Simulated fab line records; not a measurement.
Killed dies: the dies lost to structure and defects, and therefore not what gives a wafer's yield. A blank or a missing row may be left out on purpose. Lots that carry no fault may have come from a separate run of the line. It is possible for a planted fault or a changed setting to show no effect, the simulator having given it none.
Chamber matching || flow gf180mcu || 4 sister chambers for GF_V2_ETCH_16 on rie diel-03
The step etches BARC in N2/H2. 8 wafers are shown with their chamber, then 10 later ones without.

WAFERS WITH THEIR CHAMBER
{"wafer": "L079.6", "chamber": 2, "drypump motor current A (A)": 6.2, "oes product au (a.u.)": 0.855}
{"wafer": "L083.1", "chamber": 3, "drypump motor current A (A)": 5.5, "oes product au (a.u.)": 0.854}
{"wafer": "L083.5", "chamber": 3, "drypump motor current A (A)": 5.5, "oes product au (a.u.)": 0.851}
{"wafer": "L083.6", "chamber": 0, "drypump motor current A (A)": 6.4, "oes product au (a.u.)": 0.851}
{"wafer": "L085.2", "chamber": 0, "drypump motor current A (A)": 6.4, "oes product au (a.u.)": 0.857}
{"wafer": "L085.6", "chamber": 1, "drypump motor current A (A)": 5.8, "oes product au (a.u.)": 0.861}
{"wafer": "L086.3", "chamber": 2, "drypump motor current A (A)": 6.2, "oes product au (a.u.)": 0.860}
{"wafer": "L086.4", "chamber": 1, "drypump motor current A (A)": 5.7, "oes product au (a.u.)": 0.860}

WAFERS WHOSE CHAMBER IS MISSING
{"wafer": "L086.6", "drypump motor current A (A)": 5.5, "oes product au (a.u.)": 0.851}
{"wafer": "L088.2", "drypump motor current A (A)": 5.7, "oes product au (a.u.)": 0.855}
{"wafer": "L088.4", "drypump motor current A (A)": 6.4, "oes product au (a.u.)": 0.853}
{"wafer": "L088.6", "drypump motor current A (A)": 6.4, "oes product au (a.u.)": 0.857}
{"wafer": "L092.1", "drypump motor current A (A)": 6.4, "oes product au (a.u.)": 0.848}
{"wafer": "L092.2", "drypump motor current A (A)": 6.2, "oes product au (a.u.)": 0.848}
{"wafer": "L092.5", "drypump motor current A (A)": 5.5, "oes product au (a.u.)": 0.849}
{"wafer": "L093.2", "drypump motor current A (A)": 6.2, "oes product au (a.u.)": 0.854}
{"wafer": "L093.4", "drypump motor current A (A)": 5.8, "oes product au (a.u.)": 0.848}
{"wafer": "L093.6", "drypump motor current A (A)": 5.5, "oes product au (a.u.)": 0.856}

EACH ONE'S CHAMBER
{"wafer": "L086.6", "from the rows above": 3, "in truth": 3}
{"wafer": "L088.2", "from the rows above": 1, "in truth": 1}
{"wafer": "L088.4", "from the rows above": 0, "in truth": 0}
{"wafer": "L088.6", "from the rows above": 0, "in truth": 0}
{"wafer": "L092.1", "from the rows above": 0, "in truth": 0}
{"wafer": "L092.2", "from the rows above": 2, "in truth": 2}
{"wafer": "L092.5", "from the rows above": 3, "in truth": 3}
{"wafer": "L093.2", "from the rows above": 2, "in truth": 2}
{"wafer": "L093.4", "from the rows above": 1, "in truth": 1}
{"wafer": "L093.6", "from the rows above": 3, "in truth": 3}
10 of 10 placed correctly. Left unplaced by these rows: 0. Number placed wrongly: 0.
How it was worked out, from the rows above alone: a wafer's distance from a chamber is the root of the sum, over the readings, of the square of ((its reading less the chamber's mean) divided by the reading's scatter). The wafer belongs to the nearest chamber; if the next one is less than 2 further off, it can't be placed. The mean given for a chamber averages the wafers shown for that chamber. How the scatter is found: for the shown wafers, subtract from each reading the mean of its chamber, square and add these, divide the total by (wafers less chambers), then take the root.
